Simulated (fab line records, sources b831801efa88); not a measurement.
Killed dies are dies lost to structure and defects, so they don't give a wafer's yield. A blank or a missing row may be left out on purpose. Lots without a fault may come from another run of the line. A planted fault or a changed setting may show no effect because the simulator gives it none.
fab line records | flow gf180mcu
record lots=5 wafers=15 last_day=34
route steps=602 shown V2@385 M3@409
lots that met no fault: from a run of the same line without faults
start_h: hours from the record's first day to the start of the lot's first wafer shown | wait_h: hours since the lot's step before | " the same as in the row above | L1.1+2: a row that stands for several wafers | - no value, or no start given | * or withheld: withheld | < > ~ a bound
route shown NAME@n: a module of which the file shows steps, and the number in the route of the first | usual: mean/standard deviation of fault-free wafers | same: alike in all rows | chamber/n: place in a boat | sites: the reading at each site | _std_site: their standard deviation | _edge_site: outer sites' mean less inner sites' | radius_mm: how far each site lies from the wafer's centre | mask NAME#n: copy n | behind: the tool/chamber that last shaped the wafer | hold: why the lot was held/for how many hours/how that ended | device: the transistor (n, p or np) that didn't switch | end of line: the same wafers' tests at the end of the route | a step without rows: its recipe alone | killed: dies lost to structure and defects at the first sort, not the wafer's yield | map: a wafer's dies, x killed, . not, _ none there
set.NAME: the setting as run; set.NAME@STEP: as run at that earlier step | model.NAME: the simulator's own value behind a step, which no gauge read
lots at some steps of the route; a table a step, a row a wafer
services: from which hour (start_h, from the record's first day; less than 0 if before it) a tool's chamber was out of use, for how many hours, and why
## steps
# step GF_V2_THK_MEAS_03
# recipe reads=SiO2_of_V2_CVD_02
# usual V2_CVD_02_THK=852/13
# columns lot.wafer tool chamber start_h wait_h V2_CVD_02_THK[nm]
L075.3 film_metro-03 - 441.96 0.1 850
L075.5 " - " " 865
L075.6 " - " " 872
L076.1 film_metro-03 - 450.74 0.0 847
L076.3 " - " " 851
L076.5 " - " " 856
L077.1 film_metro-03 - 460.69 0.0 855
L077.3 " - " " 840
L077.6 " - " " 865
L091.3 film_metro-01 - 591.12 0.1 843
L091.4 " - " " 870
L091.6 " - " " 858
L097.1 film_metro-03 - 627.36 0.0 810
L097.3 " - " " 812
L097.5 " - " " 828
# step GF_V2_CMP_04
# recipe material=SiO2 down_force_psi=4 platen_rpm=60 pad_velocity_m_s=0.94248
# usual edge_zone_pressure_frac=1.000/0.0048 motor_current_A=13.1/1.4 time_to_endpoint_s=80/5.9
# columns lot.wafer tool chamber start_h wait_h edge_zone_pressure_frac motor_current_A time_to_endpoint_s
L075.3 cmp-01 3 442.10 0.1 0.997 12.8 82
L075.6 " 1 " " 1.005 13.6 85
L075.5 " 2 " " 1.002 14.7 87
L076.1 cmp-02 3 450.80 0.1 0.997 15.5 75
L076.3 " 1 " " 0.999 11.3 79
L076.5 " 0 " " 1.000 12.6 85
L077.1 cmp-02 2 460.75 0.1 1.004 12.5 84
L077.3 " 0 " " 0.998 12.5 75
L077.6 " 3 " " 0.994 14.9 81
L091.3 cmp-01 1 591.26 0.1 1.002 13.7 74
L091.4 " 2 " " 0.997 14.4 85
L091.6 " 0 " " 1.001 10.7 88
L097.3 cmp-01 0 627.42 0.0 1.005 11.5 78
L097.1 " 2 " " 0.999 13.6 70
L097.5 " 1 " " 1.001 14.3 70
# step GF_V2_BOW_MEAS_05
# recipe mode=bow
# usual V2_BOW=100/7.7
# columns lot.wafer tool chamber start_h wait_h V2_BOW[um]
L075.3 film_metro-03 - 442.34 0.2 95
L075.5 " - " " 94
L075.6 " - " " 107
L076.1 film_metro-04 - 451.10 0.2 91
L076.3 " - " " 103
L076.5 " - " " 96
L077.1 film_metro-01 - 461.05 0.2 107
L077.3 " - " " 97
L077.6 " - " " 111
L091.3 film_metro-03 - 591.50 0.2 101
L091.4 " - " " 104
L091.6 " - " " 91
L097.1 film_metro-04 - 627.72 0.1 105
L097.3 " - " " 101
L097.5 " - " " 103
# step GF_V2_DEHYDRATE_06
# recipe temp_c=200 time_s=60
# usual plate_temp_C=200.00/0.16
# columns lot.wafer tool chamber start_h wait_h plate_temp_C
L075.3 litho_track-04 0 452.97 10.6 199.97
L075.5 " 0 " " 199.79
L075.6 " 0 " " 200.09
L076.1 litho_track-02 0 462.54 11.4 200.29
L076.3 " 0 " " 200.11
L076.5 " 0 " " 200.03
L077.1 litho_track-01 0 472.54 11.5 199.85
L077.3 " 0 " " 199.82
L077.6 " 0 " " 199.90
L091.3 litho_track-01 0 600.99 9.5 199.98
L091.4 " 0 " " 200.07
L091.6 " 0 " " 200.13
L097.1 litho_track-04 0 636.62 8.9 200.03
L097.3 " 0 " " 200.13
L097.5 " 0 " " 200.12
# step GF_V2_HMDS_07
# recipe prime_time_s=60 prime_temp_c=120
# columns lot.wafer tool chamber start_h wait_h
L075.3+5+6 litho_track-04 0 453.12 0.1
L076.1+3+5 litho_track-02 0 462.69 0.1
L077.1+3+6 litho_track-01 0 472.69 0.1
L091.3+4+6 litho_track-01 0 601.14 0.1
L097.1+3+5 litho_track-04 0 636.77 0.1
# step GF_V2_COAT_08
# recipe resist=BARC temp_c=withheld time_s=withheld spin_rpm=withheld resist_thk_nm=withheld
# usual dispense_pressure_kPa=52/3.1
# columns lot.wafer tool chamber start_h wait_h dispense_pressure_kPa
L075.3 litho_track-04 0 453.27 0.1 55
L075.5 " 0 " " 55
L075.6 " 0 " " 55
L076.1 litho_track-02 0 462.84 0.1 49
L076.3 " 0 " " 49
L076.5 " 0 " " 48
L077.1 litho_track-01 0 472.84 0.1 50
L077.3 " 0 " " 50
L077.6 " 0 " " 50
L091.3 litho_track-01 0 601.29 0.1 50
L091.4 " 0 " " 50
L091.6 " 0 " " 50
L097.1 litho_track-04 0 636.92 0.1 55
L097.3 " 0 " " 55
L097.5 " 0 " " 55
# step GF_V2_COAT_09
# recipe resist=KrF spin_rpm=withheld resist_thk_nm=990
# usual dispense_pressure_kPa=52/3.1
# columns lot.wafer tool chamber start_h wait_h dispense_pressure_kPa
L075.3 litho_track-04 0 - - 55
L075.5 " 0 " " 55
L075.6 " 0 " " 55
L076.1 litho_track-02 0 - - 48
L076.3 " 0 " " 48
L076.5 " 0 " " 48
L077.1 litho_track-01 0 - - 50
L077.3 " 0 " " 50
L077.6 " 0 " " 50
L091.3 litho_track-01 0 - - 50
L091.4 " 0 " " 50
L091.6 " 0 " " 50
L097.1 litho_track-04 0 - - 55
L097.3 " 0 " " 55
L097.5 " 0 " " 55
# step GF_V2_SOFTBAKE_10
# recipe temp_c=130 time_s=60 resist=KrF
# usual plate_temp_C=130.00/0.15
# columns lot.wafer tool chamber start_h wait_h plate_temp_C
L075.3 litho_track-04 0 - - 129.96
L075.5 " 0 " " 130.22
L075.6 " 0 " " 130.23
L076.1 litho_track-02 0 - - 129.90
L076.3 " 0 " " 129.87
L076.5 " 0 " " 129.84
L077.1 litho_track-01 0 - - 130.05
L077.3 " 0 " " 130.03
L077.6 " 0 " " 130.03
L091.3 litho_track-01 0 - - 129.98
L091.4 " 0 " " 129.98
L091.6 " 0 " " 130.15
L097.1 litho_track-04 0 - - 130.04
L097.3 " 0 " " 129.57
L097.5 " 0 " " 129.72
# step GF_V2_EXPOSE_11
# recipe mask_id=Via2 target_cd_nm=260 na=0.68 source_shape=conventional sigma_outer=0.6 dose_mj=38
# usual focus_offset_nm=0.0/0.56 stage_vel_mm_s=500.06/0.24
# columns lot.wafer tool chamber start_h wait_h mask focus_offset_nm stage_vel_mm_s
L075.3 krf_scanner-01 0 - - Via2#0 0.3 500.50
L075.5 " 0 " " Via2#0 -0.2 500.47
L075.6 " 0 " " Via2#0 0.4 500.29
L076.1 krf_scanner-02 0 - - Via2#0 0.4 500.15
L076.3 " 0 " " Via2#0 -0.5 500.00
L076.5 " 0 " " Via2#0 -0.2 500.03
L077.1 krf_scanner-02 0 - - Via2#0 0.7 500.41
L077.3 " 0 " " Via2#0 0.8 500.16
L077.6 " 0 " " Via2#0 1.5 500.26
L091.3 krf_scanner-01 0 - - Via2#0 -0.1 499.74
L091.4 " 0 " " Via2#0 -0.1 500.12
L091.6 " 0 " " Via2#0 0.2 500.12
L097.1 krf_scanner-02 0 - - Via2#0 0.1 500.00
L097.3 " 0 " " Via2#0 -0.3 499.94
L097.5 " 0 " " Via2#0 -0.2 499.93
# step GF_V2_PEB_12
# recipe peb_temp_c=135 peb_time_s=90 resist=KrF
# usual plate_temp_C=135.03/0.15
# columns lot.wafer tool chamber start_h wait_h plate_temp_C
L075.3 litho_track-04 0 - - 134.83
L075.5 " 0 " " 135.02
L075.6 " 0 " " 134.81
L076.1 litho_track-02 0 - - 135.16
L076.3 " 0 " " 135.01
L076.5 " 0 " " 134.94
L077.1 litho_track-02 0 - - 134.94
L077.3 " 0 " " 134.92
L077.6 " 0 " " 134.94
L091.3 litho_track-01 0 - - 135.09
L091.4 " 0 " " 135.12
L091.6 " 0 " " 134.89
L097.1 litho_track-01 0 - - 135.07
L097.3 " 0 " " 135.07
L097.5 " 0 " " 134.94
# step GF_V2_DEVELOP_13
# recipe develop_time_s=60 resist=KrF dev_temp_c=21
# columns lot.wafer tool chamber start_h wait_h
L075.3+5+6 litho_track-04 0 465.97 0.1
L076.1+3+5 litho_track-02 0 475.34 0.2
L077.1+3+6 litho_track-02 0 484.94 0.2
L091.3+4+6 litho_track-01 0 611.74 0.1
L097.1+3+5 litho_track-01 0 647.49 0.2
# step GF_V2_CD_MEAS_14
# recipe target_cd_nm=260
# usual cd_nm=259.5/1.3
# columns lot.wafer tool chamber start_h wait_h cd_nm
L075.3 cd_sem-01 - 466.11 0.1 259.0
L075.5 " - " " 258.7
L075.6 " - " " 259.5
L076.1 cd_sem-01 - 475.59 0.2 257.7
L076.3 " - " " 256.3
L076.5 " - " " 258.4
L077.1 cd_sem-02 - 485.09 0.1 258.8
L077.3 " - " " 259.2
L077.6 " - " " 259.4
L091.3 cd_sem-01 - 611.88 0.1 260.2
L091.4 " - " " 260.7
L091.6 " - " " 260.7
L097.1 cd_sem-01 - 647.64 0.1 258.7
L097.3 " - " " 259.0
L097.5 " - " " 258.3
# step GF_V2_OVL_MEAS_15
# usual V2_OVL=3/5.3
# columns lot.wafer tool chamber start_h wait_h V2_OVL[nm]
L075.3 overlay-02 - 466.21 0.1 10
L075.5 " - " " 4
L075.6 " - " " 11
L076.1 overlay-01 - 475.71 0.1 2
L076.3 " - " " 2
L076.5 " - " " 7
L077.1 overlay-02 - 485.21 0.1 -5
L077.3 " - " " 5
L077.6 " - " " -5
L091.3 overlay-01 - 611.97 0.1 2
L091.4 " - " " -3
L091.6 " - " " 1
L097.1 overlay-01 - 647.76 0.1 -1
L097.3 " - " " -1
L097.5 " - " " -3
# step GF_V2_ETCH_16
# recipe chemistry=N2/H2 target_depth_a=withheld overetch_a=withheld time_s=withheld target=BARC ion_energy_ev=200 source_w=500 bias_w=100 pressure_mtorr=30 n2_flow_sccm=100 h2_flow_sccm=200
# usual drypump_motor_current_A=5.7/0.52 oes_product_au=0.855/0.0049 throttle_valve_pct=13.226/0.0088
# columns lot.wafer tool chamber start_h wait_h drypump_motor_current_A oes_product_au throttle_valve_pct
L075.3 rie_diel-02 3 466.23 0.0 5.3 0.849 13.231
L075.5 " 3 " " 5.3 0.855 13.216
L075.6 " 0 " " 6.3 0.856 13.222
L076.1 rie_diel-02 1 475.75 0.0 5.9 0.861 13.231
L076.3 " 0 " " 6.3 0.858 13.229
L076.5 " 0 " " 6.3 0.854 13.229
L077.1 rie_diel-04 0 485.25 0.0 5.3 0.850 13.230
L077.3 " 2 " " 6.0 0.853 13.221
L077.6 " 2 " " 6.0 0.856 13.230
L091.3 rie_diel-04 3 612.00 0.0 4.9 0.859 13.217
L091.4 " 0 " " 5.2 0.863 13.229
L091.6 " 2 " " 5.9 0.851 13.213
L097.1 rie_diel-04 1 647.80 0.0 6.4 0.865 13.246
L097.3 " 2 " " 6.0 0.848 13.220
L097.5 " 1 " " 6.4 0.848 13.226
# step GF_V2_ETCH_17
# recipe chemistry=C4F8/O2/Ar mask_material=KrF target=SiO2 stop_on=TiN source_w=1500 bias_w=1200 pressure_mtorr=40 c4f8_flow_sccm=withheld O2_flow_sccm=6 Ar_flow_sccm=300 time_s=withheld target_depth_a=6300
# usual oes_product_au=0.856/0.0043
# columns lot.wafer tool chamber start_h wait_h oes_product_au
L075.3 rie_diel-02 3 - - 0.857
L075.5 " 3 " " 0.852
L075.6 " 0 " " 0.856
L076.1 rie_diel-02 1 - - 0.860
L076.3 " 0 " " 0.851
L076.5 " 0 " " 0.854
L077.1 rie_diel-04 0 - - 0.859
L077.3 " 2 " " 0.857
L077.6 " 2 " " 0.849
L091.3 rie_diel-04 3 - - 0.859
L091.4 " 0 " " 0.858
L091.6 " 2 " " 0.856
L097.1 rie_diel-04 1 - - 0.857
L097.3 " 2 " " 0.859
L097.5 " 1 " " 0.856
# step GF_V2_STRIP_18
# recipe chemistry=O2/N2 power_w=1400 pressure_mtorr=1500 platen_temp_c=250 o2_flow_sccm=3000 n2_flow_sccm=300 overash_fraction=0.5
# usual drypump_motor_current_A=6.2/0.46 heater_power_w=346/30 oes_product_au=0.588/0.0045
# columns lot.wafer tool chamber start_h wait_h drypump_motor_current_A heater_power_w oes_product_au rf_hours_counter_h
L075.3 plasma_asher-03 0 466.39 - 5.6 310 0.582 -
L075.5 " 0 " " 5.6 309 0.587 -
L075.6 " 1 " " 6.6 392 0.579 -
L076.1 plasma_asher-02 0 475.88 - 5.4 343 0.588 83
L076.3 " 0 " " 5.4 349 0.589 -
L076.5 " 1 " " 6.3 343 0.589 -
L077.1 plasma_asher-01 0 485.38 - 6.6 322 0.589 5
L077.3 " 1 " " 6.3 379 0.584 -
L077.6 " 1 " " 6.3 369 0.589 -
L091.3 plasma_asher-03 0 612.16 - 5.5 298 0.592 -
L091.4 " 1 " " 6.6 395 0.588 -
L091.6 " 0 " " 5.6 305 0.590 -
L097.1 plasma_asher-01 0 647.93 - 6.6 313 0.587 22
L097.3 " 1 " " 6.3 369 0.589 -
L097.5 " 1 " " 6.2 380 0.592 -
# step GF_V2_STRIP_19
# recipe chemistry=post_etch_residue_remover time_s=1200 temp_c=72.5
# usual bath_heat_duty_pct=13.9/1.3
# columns lot.wafer tool chamber start_h wait_h bath_heat_duty_pct
L075.3 wet_bench-02 0 466.46 0.0 12.6
L075.5 " 0 " " 13.4
L075.6 " 0 " " 13.5
L076.1 wet_bench-03 0 475.98 0.1 13.2
L076.3 " 0 " " 13.0
L076.5 " 0 " " 14.3
L077.1 wet_bench-03 0 485.48 0.1 14.7
L077.3 " 0 " " 13.8
L077.6 " 0 " " 13.5
L091.3 wet_bench-04 2 612.23 0.0 15.0
L091.4 " 2 " " 14.0
L091.6 " 2 " " 14.4
L097.1 wet_bench-02 0 648.03 0.1 13.8
L097.3 " 0 " " 12.3
L097.5 " 0 " " 11.8
# step GF_V2_CLEAN_20
# recipe chemistry=DIW dry=n2_spin
# columns lot.wafer tool chamber start_h wait_h
L075.3+5+6 wet_bench-03 1 466.86 0.0
L076.1+3+5 wet_bench-02 3 476.32 0.0
L077.1+3+6 wet_bench-04 2 485.88 0.0
L091.3+4+6 wet_bench-02 1 612.60 0.0
L097.1+3+5 wet_bench-03 2 648.37 0.0
# step GF_V2_SPUTTER_21
# recipe material=Ti target_thk_nm=15 chamber_pressure_pa=5 power_w=2500 substrate_temp_c=200 time_s=80.02
# usual throttle_valve_pct=29.8/0.83
# columns lot.wafer tool chamber start_h wait_h throttle_valve_pct
L075.3 pvd_sputter-04 - 466.96 0.0 28.5
L075.5 " - " " 30.9
L075.6 " - " " 31.1
L076.1 pvd_sputter-03 - 476.42 0.0 31.1
L076.3 " - " " 29.4
L076.5 " - " " 29.5
L077.1 pvd_sputter-02 - 485.98 0.0 29.6
L077.3 " - " " 29.7
L077.6 " - " " 29.3
L091.3 pvd_sputter-02 - 612.69 0.0 29.3
L091.4 " - " " 28.6
L091.6 " - " " 28.6
L097.1 pvd_sputter-04 - 648.46 0.0 28.4
L097.3 " - " " 31.1
L097.5 " - " " 28.4
# step GF_V2_SPUTTER_22
# recipe material=TiN target_thk_nm=10 chamber_pressure_pa=5 power_w=4000 time_s=40
# usual throttle_valve_pct=29.8/0.79
# columns lot.wafer tool chamber start_h wait_h throttle_valve_pct
L075.3 pvd_sputter-04 - 467.02 0.0 28.6
L075.5 " - " " 31.3
L075.6 " - " " 31.2
L076.1 pvd_sputter-03 - 476.48 0.0 31.1
L076.3 " - " " 29.8
L076.5 " - " " 29.6
L077.1 pvd_sputter-02 - 486.04 0.0 29.2
L077.3 " - " " 29.8
L077.6 " - " " 29.3
L091.3 pvd_sputter-02 - 612.75 0.0 29.3
L091.4 " - " " 28.8
L091.6 " - " " 28.6
L097.1 pvd_sputter-04 - 648.52 0.0 28.6
L097.3 " - " " 30.6
L097.5 " - " " 28.4
# step GF_V2_CVD_23
# recipe material=W target_thk_nm=350 time_s=104.94 temp_c=400 pressure_torr=40
# usual heater_power_outer_w=507/130 heater_power_w=812/170 susceptor_temp_C=400.01/0.21
# columns lot.wafer tool chamber start_h wait_h heater_power_outer_w heater_power_w since_wet_clean_h susceptor_temp_C
L075.3 cvd_w-01 1 467.09 0.1 727 1107 - 399.71
L075.5 " 0 " " 439 694 - 400.06
L075.6 " 1 " " 748 1098 - 399.92
L076.1 cvd_w-02 1 476.52 0.0 375 651 73 399.76
L076.3 " 1 " " 386 645 - 399.96
L076.5 " 1 " " 373 662 - 399.98
L077.1 cvd_w-02 1 486.08 0.0 379 637 82 400.38
L077.3 " 1 " " 380 636 - 400.17
L077.6 " 0 " " 552 879 - 399.98
L091.3 cvd_w-01 1 612.83 0.1 724 1113 - 399.80
L091.4 " 0 " " 445 687 - 399.78
L091.6 " 0 " " 433 692 - 400.43
L097.1 cvd_w-02 0 648.56 0.0 560 911 245 399.70
L097.3 " 0 " " 555 900 - 400.21
L097.5 " 1 " " 377 644 - 400.15
# step GF_V2_RS_MEAS_24
# recipe thk_meas_gauge=four-point-probe reads=W_of_V2_CVD_23+TiN_of_V2_SPUTTER_22+Ti_of_V2_SPUTTER_21
# usual V2_W_RS=0.327/0.0056
# columns lot.wafer tool chamber start_h wait_h V2_W_RS[ohm/sq]
L075.3 film_metro-04 - 467.21 0.1 0.332
L075.5 " - " " 0.325
L075.6 " - " " 0.330
L076.1 film_metro-04 - 476.63 0.1 0.321
L076.3 " - " " 0.321
L076.5 " - " " 0.321
L077.1 film_metro-04 - 486.19 0.1 0.324
L077.3 " - " " 0.326
L077.6 " - " " 0.334
L091.3 film_metro-04 - 612.94 0.1 0.323
L091.4 " - " " 0.318
L091.6 " - " " 0.322
L097.1 film_metro-01 - 648.67 0.1 0.331
L097.3 " - " " 0.333
L097.5 " - " " 0.329
# step GF_V2_THK_MEAS_25
# recipe thk_meas_gauge=xrf reads=W_of_V2_CVD_23
# usual V2_W_THK=355/5.9
# columns lot.wafer tool chamber start_h wait_h V2_W_THK[nm]
L075.3 film_metro-04 - 467.31 0.1 348
L075.5 " - " " 355
L075.6 " - " " 351
L076.1 film_metro-04 - 476.75 0.1 360
L076.3 " - " " 357
L076.5 " - " " 359
L077.1 film_metro-04 - 486.31 0.1 360
L077.3 " - " " 360
L077.6 " - " " 348
L091.3 film_metro-04 - 613.04 0.1 359
L091.4 " - " " 363
L091.6 " - " " 361
L097.1 film_metro-01 - 648.79 0.1 352
L097.3 " - " " 349
L097.5 " - " " 354
# step GF_V2_CMP_26
# recipe stop_on=SiO2 down_force_psi=3.5 platen_rpm=60 t_overpolish_s=15 target_thk_nm=0 pad_velocity_m_s=0.94248
# usual edge_zone_pressure_frac=1.000/0.0052 motor_current_A=11.8/1.3 overpolish_run_s=14.999/0.0091 time_to_endpoint_s=83/4.3
# columns lot.wafer tool chamber start_h wait_h edge_zone_pressure_frac motor_current_A overpolish_run_s time_to_endpoint_s
L075.3 cmp-02 1 467.40 0.1 1.006 10.5 14.998 85
L075.6 " 0 " " 0.998 11.9 14.993 84
L075.5 " 1 " " 1.008 11.2 14.988 86
L076.1 cmp-01 0 476.86 0.1 1.001 10.4 15.005 94
L076.3 " 1 " " 1.001 12.6 14.990 84
L076.5 " 0 " " 0.997 10.6 15.003 91
L077.1 cmp-02 0 486.37 0.1 0.999 11.6 15.003 83
L077.3 " 2 " " 1.002 12.1 14.994 89
L077.6 " 1 " " 1.017 10.1 15.000 80
L091.4 cmp-02 0 613.08 0.0 0.995 11.7 15.002 89
L091.3 " 1 " " 0.998 10.9 15.004 82
L091.6 " 0 " " 0.997 11.6 14.999 85
L097.1 cmp-01 0 648.85 0.1 0.999 10.6 15.006 91
L097.3 " 1 " " 1.008 12.1 15.012 82
L097.5 " 1 " " 1.002 12.4 15.010 83
# step GF_M3_SPUTTER_00
# recipe material=Ti target_thk_nm=37.5 arriving_ion_energy_ev=80 substrate_temp_c=200 chamber_pressure_pa=2 power_w=4000 time_s=150
# usual throttle_valve_pct=30.2/0.85
# columns lot.wafer tool chamber start_h wait_h throttle_valve_pct
L075.3 pvd_sputter-01 - 467.65 0.2 29.8
L075.5 " - " " 29.7
L075.6 " - " " 29.7
L076.1 pvd_sputter-04 - 477.11 0.2 28.4
L076.3 " - " " 31.2
L076.5 " - " " 30.8
L077.1 pvd_sputter-03 - 486.67 0.2 30.3
L077.3 " - " " 29.5
L077.6 " - " " 31.2
L091.3 pvd_sputter-01 - 613.38 0.2 29.6
L091.4 " - " " 29.8
L091.6 " - " " 31.1
L097.1 pvd_sputter-03 - 649.15 0.2 30.4
L097.3 " - " " 30.9
L097.5 " - " " 30.3
# step GF_M3_SPUTTER_01
# recipe material=TiN target_thk_nm=30 power_w=6500 time_s=25 chamber_pressure_pa=0.4
# usual throttle_valve_pct=30.2/0.83
# columns lot.wafer tool chamber start_h wait_h throttle_valve_pct
L075.3 pvd_sputter-01 - 467.75 0.1 29.7
L075.5 " - " " 29.5
L075.6 " - " " 29.8
L076.1 pvd_sputter-04 - 477.21 0.1 28.7
L076.3 " - " " 30.8
L076.5 " - " " 30.9
L077.1 pvd_sputter-03 - 486.77 0.1 29.8
L077.3 " - " " 29.4
L077.6 " - " " 31.1
L091.3 pvd_sputter-01 - 613.48 0.1 29.8
L091.4 " - " " 29.7
L091.6 " - " " 31.4
L097.1 pvd_sputter-03 - 649.25 0.1 30.2
L097.3 " - " " 31.2
L097.5 " - " " 30.3
# step GF_M3_SPUTTER_02
# recipe material=AlCu target_thk_nm=450 power_w=10600 time_s=23.9 chamber_pressure_pa=0.4
# usual throttle_valve_pct=30.2/0.85
# columns lot.wafer tool chamber start_h wait_h throttle_valve_pct
L075.3 pvd_sputter-01 - 467.78 0.0 29.7
L075.5 " - " " 29.6
L075.6 " - " " 29.5
L076.1 pvd_sputter-04 - 477.24 0.0 28.8
L076.3 " - " " 30.9
L076.5 " - " " 30.8
L077.1 pvd_sputter-03 - 486.80 0.0 30.2
L077.3 " - " " 29.6
L077.6 " - " " 30.9
L091.3 pvd_sputter-01 - 613.51 0.0 29.8
L091.4 " - " " 29.4
L091.6 " - " " 31.2
L097.1 pvd_sputter-03 - 649.28 0.0 29.9
L097.3 " - " " 31.1
L097.5 " - " " 30.2
# step GF_M3_SPUTTER_03
# recipe material=Ti target_thk_nm=10 substrate_temp_c=300 chamber_pressure_pa=0.3 power_w=3000 time_s=6.7
# usual throttle_valve_pct=30.2/0.83
# columns lot.wafer tool chamber start_h wait_h throttle_valve_pct
L075.3 pvd_sputter-01 - 467.81 0.0 29.8
L075.5 " - " " 29.6
L075.6 " - " " 29.7
L076.1 pvd_sputter-04 - 477.27 0.0 28.7
L076.3 " - " " 31.0
L076.5 " - " " 31.0
L077.1 pvd_sputter-03 - 486.83 0.0 30.2
L077.3 " - " " 29.7
L077.6 " - " " 31.1
L091.3 pvd_sputter-01 - 613.54 0.0 29.8
L091.4 " - " " 29.8
L091.6 " - " " 31.1
L097.1 pvd_sputter-03 - 649.31 0.0 30.1
L097.3 " - " " 31.0
L097.5 " - " " 30.1
# step GF_M3_SPUTTER_04
# recipe material=TiN target_thk_nm=50 power_w=6500 time_s=40.35 chamber_pressure_pa=0.4
# usual throttle_valve_pct=30.2/0.85
# columns lot.wafer tool chamber start_h wait_h throttle_valve_pct
L075.3 pvd_sputter-01 - 467.83 0.0 29.6
L075.5 " - " " 30.0
L075.6 " - " " 29.8
L076.1 pvd_sputter-04 - 477.29 0.0 28.4
L076.3 " - " " 31.0
L076.5 " - " " 31.0
L077.1 pvd_sputter-03 - 486.85 0.0 30.3
L077.3 " - " " 29.8
L077.6 " - " " 31.1
L091.3 pvd_sputter-01 - 613.56 0.0 29.6
L091.4 " - " " 29.5
L091.6 " - " " 31.4
L097.1 pvd_sputter-03 - 649.33 0.0 30.0
L097.3 " - " " 31.1
L097.5 " - " " 30.3
# step GF_M3_RS_MEAS_05
# recipe thk_meas_gauge=four-point-probe reads=TiN_of_M3_SPUTTER_04+Ti_of_M3_SPUTTER_03+AlCu_of_M3_SPUTTER_02+TiN_of_M3_SPUTTER_01+Ti_of_M3_SPUTTER_00
# usual M3_ALCU_RS=0.0693/0.001
# columns lot.wafer tool chamber start_h wait_h M3_ALCU_RS[ohm/sq]
L075.3 film_metro-02 - 467.91 0.1 0.0704
L075.5 " - " " 0.0676
L075.6 " - " " 0.0706
L076.1 film_metro-01 - 477.33 0.0 0.0699
L076.3 " - " " 0.0697
L076.5 " - " " 0.0693
L077.1 film_metro-01 - 486.89 0.0 0.0698
L077.3 " - " " 0.0689
L077.6 " - " " 0.0703
L091.3 film_metro-02 - 613.64 0.1 0.0665
L091.4 " - " " 0.0685
L091.6 " - " " 0.0682
L097.1 film_metro-02 - 649.37 0.0 0.0680
L097.3 " - " " 0.0694
L097.5 " - " " 0.0682
# step GF_M3_THK_MEAS_06
# recipe thk_meas_gauge=xrf reads=AlCu_of_M3_SPUTTER_02
# usual M3_ALCU_THK=449/7.2
# columns lot.wafer tool chamber start_h wait_h M3_ALCU_THK[nm]
L075.3 film_metro-02 - 468.01 0.1 442
L075.5 " - " " 461
L075.6 " - " " 438
L076.1 film_metro-01 - 477.45 0.1 445
L076.3 " - " " 447
L076.5 " - " " 448
L077.1 film_metro-01 - 487.01 0.1 443
L077.3 " - " " 448
L077.6 " - " " 442
L091.3 film_metro-02 - 613.74 0.1 469
L091.4 " - " " 456
L091.6 " - " " 461
L097.1 film_metro-02 - 649.49 0.1 460
L097.3 " - " " 450
L097.5 " - " " 456
# step GF_M3_DEHYDRATE_07
# recipe temp_c=200 time_s=60
# usual plate_temp_C=199.99/0.17
# columns lot.wafer tool chamber start_h wait_h plate_temp_C
L075.3 litho_track-02 0 478.74 10.7 200.09
L075.5 " 0 " " 199.94
L075.6 " 0 " " 200.03
L076.1 litho_track-02 0 488.84 11.4 200.16
L076.3 " 0 " " 199.98
L076.5 " 0 " " 200.00
L077.1 litho_track-01 0 498.34 11.3 199.89
L077.3 " 0 " " 199.93
L077.6 " 0 " " 199.82
L091.3 litho_track-03 0 623.22 9.5 199.99
L091.4 " 0 " " 200.24
L091.6 " 0 " " 200.00
L097.1 litho_track-02 0 658.54 9.0 200.18
L097.3 " 0 " " 200.04
L097.5 " 0 " " 200.05
# step GF_M3_HMDS_08
# recipe prime_time_s=60 prime_temp_c=120
# columns lot.wafer tool chamber start_h wait_h
L075.3+5+6 litho_track-02 0 478.89 0.1
L076.1+3+5 litho_track-02 0 488.99 0.1
L077.1+3+6 litho_track-01 0 498.49 0.1
L091.3+4+6 litho_track-03 0 623.37 0.1
L097.1+3+5 litho_track-02 0 658.69 0.1
# step GF_M3_COAT_09
# recipe resist=KrF spin_rpm=withheld resist_thk_nm=1000
# usual dispense_pressure_kPa=48.9/0.49
# columns lot.wafer tool chamber start_h wait_h dispense_pressure_kPa
L075.3 litho_track-02 0 479.04 0.1 48.4
L075.5 " 0 " " 48.4
L075.6 " 0 " " 48.4
L076.1 litho_track-02 0 489.14 0.1 48.4
L076.3 " 0 " " 48.4
L076.5 " 0 " " 48.4
L077.1 litho_track-01 0 498.64 0.1 49.5
L077.3 " 0 " " 49.5
L077.6 " 0 " " 49.6
L091.3 litho_track-03 0 623.52 0.1 49.2
L091.4 " 0 " " 49.2
L091.6 " 0 " " 49.2
L097.1 litho_track-02 0 658.84 0.1 48.4
L097.3 " 0 " " 48.5
L097.5 " 0 " " 48.5
# step GF_M3_SOFTBAKE_10
# recipe temp_c=130 time_s=60 resist=KrF
# usual plate_temp_C=130.01/0.12
# columns lot.wafer tool chamber start_h wait_h plate_temp_C
L075.3 litho_track-02 0 479.19 0.1 129.99
L075.5 " 0 " " 130.09
L075.6 " 0 " " 130.13
L076.1 litho_track-02 0 489.29 0.1 130.00
L076.3 " 0 " " 130.11
L076.5 " 0 " " 129.96
L077.1 litho_track-01 0 498.79 0.1 130.05
L077.3 " 0 " " 129.94
L077.6 " 0 " " 129.98
L091.3 litho_track-03 0 623.67 0.1 129.97
L091.4 " 0 " " 129.94
L091.6 " 0 " " 129.90
L097.1 litho_track-02 0 658.99 0.1 130.19
L097.3 " 0 " " 129.97
L097.5 " 0 " " 129.97
## services
# columns tool chamber start_h hours kind
cmp-02 - 422.86 2.8 repair
pvd_sputter-03 - 429.80 2.0 repair
pvd_sputter-02 - 449.58 3.6 repair
rie_diel-04 3 454.27 7.8 repair
pvd_sputter-03 - 462.55 7.1 repair
pvd_sputter-02 - 465.84 12.9 repair
pvd_sputter-01 - 476.02 20.7 repair
rie_diel-04 - 481.79 2.8 pm
pvd_sputter-03 - 483.07 3.2 repair
rie_diel-02 2 506.52 4.4 repair
rie_diel-04 3 509.08 8.6 repair
pvd_sputter-01 - 511.26 1.5 repair
pvd_sputter-04 - 515.99 0.7 repair
cmp-02 - 516.30 0.8 repair
rie_diel-04 0 523.48 5.7 repair
cmp-01 - 534.21 2.7 repair
cmp-01 - 538.77 2.3 repair
cmp-01 - 542.53 2.7 repair
cmp-01 - 572.25 4.0 pm
rie_diel-04 2 579.26 3.2 repair
pvd_sputter-04 - 601.19 1.1 repair
pvd_sputter-03 - 617.45 0.5 repair
cmp-01 - 640.03 2.8 repair
rie_diel-04 3 644.79 5.0 repair
## key
fault none
